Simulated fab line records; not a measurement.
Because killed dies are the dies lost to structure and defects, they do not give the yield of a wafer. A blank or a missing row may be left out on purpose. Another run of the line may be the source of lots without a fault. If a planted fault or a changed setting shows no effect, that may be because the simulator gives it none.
Split-lot trial + flow sky130 + route with 708 steps; 5 lots, 23 wafers read

SPLIT DETAILS
At SKY_CONTACT_SPUTTER_23 (material TiN, target thk 20 nm, time 80 s), the setting time_s was moved away from the recipe's 80 s on 7 of the 23 wafers read, by -13.9% to +10.7%. This setting was run at the recipe's value on the other wafers.

The split's own step is where the reading is taken.

THE READING
TiN_of_CONTACT_SPUTTER_23.thk_nm (the simulator's own value, which no gauge read), in nm, at SKY_CONTACT_SPUTTER_23 (material TiN, target thk 20 nm, time 80 s). The file does not state a usual value for it. Here, 16 wafers ran the recipe; their average is 20.03 nm with a standard deviation of 0.5 nm.

| wafer  | tool, chamber at the split | time_s as run, s | against the recipe | TiN_of_CONTACT_SPUTTER_23.thk_nm, nm | against lot-mates on the recipe |
|--------|----------------------------|------------------|--------------------|--------------------------------------|---------------------------------|
| L074.1 | pvd_sputter-01, -          | 80               | recipe             | 19.11                                | -                               |
| L074.2 | pvd_sputter-01, -          | 88.57            | +10.7%             | 22.23                                | +2.64                           |
| L074.3 | pvd_sputter-01, -          | 80               | recipe             | 19.73                                | -                               |
| L074.4 | pvd_sputter-01, -          | 80               | recipe             | 19.92                                | -                               |
| L074.5 | pvd_sputter-01, -          | 88.57            | +10.7%             | 21.39                                | +1.80                           |
| L076.1 | pvd_sputter-02, -          | 80               | recipe             | 20.44                                | -                               |
| L076.2 | pvd_sputter-02, -          | 80               | recipe             | 20.03                                | -                               |
| L076.3 | pvd_sputter-02, -          | 80               | recipe             | 20.81                                | -                               |
| L076.5 | pvd_sputter-02, -          | 80               | recipe             | 20.8                                 | -                               |
| L076.6 | pvd_sputter-02, -          | 80               | recipe             | 19.96                                | -                               |
| L081.1 | pvd_sputter-01, -          | 80               | recipe             | 20.31                                | -                               |
| L081.2 | pvd_sputter-01, -          | 68.9             | -13.9%             | 16.75                                | -3.63                           |
| L081.3 | pvd_sputter-01, -          | 80               | recipe             | 20.47                                | -                               |
| L081.5 | pvd_sputter-01, -          | 68.9             | -13.9%             | 17.46                                | -2.92                           |
| L081.6 | pvd_sputter-01, -          | 80               | recipe             | 20.36                                | -                               |
| L083.2 | pvd_sputter-03, -          | 80               | recipe             | 19.8                                 | -                               |
| L083.3 | pvd_sputter-03, -          | 75.02            | -6.2%              | 18.61                                | -1.41                           |
| L083.4 | pvd_sputter-03, -          | 75.02            | -6.2%              | 18.85                                | -1.17                           |
| L083.5 | pvd_sputter-03, -          | 75.02            | -6.2%              | 18.8                                 | -1.22                           |
| L083.6 | pvd_sputter-03, -          | 80               | recipe             | 20.24                                | -                               |
| L084.1 | pvd_sputter-01, -          | 80               | recipe             | 19.76                                | -                               |
| L084.2 | pvd_sputter-01, -          | 80               | recipe             | 19.75                                | -                               |
| L084.5 | pvd_sputter-01, -          | 80               | recipe             | 18.98                                | -                               |

THE FIT
A straight line over all 23 wafers: TiN_of_CONTACT_SPUTTER_23.thk_nm changes by +0.194 nm for each +1% of time_s; r = +0.92; the points scatter about the line by 0.48 nm.
The same after taking each lot's own level away (the mean of its wafers on the recipe; 23 wafers): +0.221 nm for each +1%; r = +0.97; scatter 0.33 nm.
The reading moves by 3.1 nm for the largest change in time_s, on that fit.
Across the lots, their own levels run from 19.497 to 20.408 nm, a range of 1.8 times the standard deviation given above.
So the lot-to-lot level changes the slope: the two fits differ.
Check: with one of the wafers moved furthest among these (-13.9%) left out of the fit, the line predicts -2.88 nm for it against its lot-mates. Against them it came out at -3.63 nm.

ADDITIONAL SPLITS CARRIED BY THESE WAFERS
Before the reading, these wafers also passed through other splits. Each is held against what the fit with the lots' levels taken away leaves over:
| other split on the same wafers       | wafers away from the commonest value | r with TiN_of_CONTACT_SPUTTER_23.thk_nm (lot level and that fit taken away) |
|--------------------------------------|--------------------------------------|-----------------------------------------------------------------------------|
| SKY_CONTACT_HDPCVD_02 sih4_flow_sccm | 9                                    | +0.03                                                                       |

FILE'S OWN FIT
TiN_of_CONTACT_SPUTTER_23.thk_nm changes by +0.223 nm for each +1% of time_s, r = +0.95.
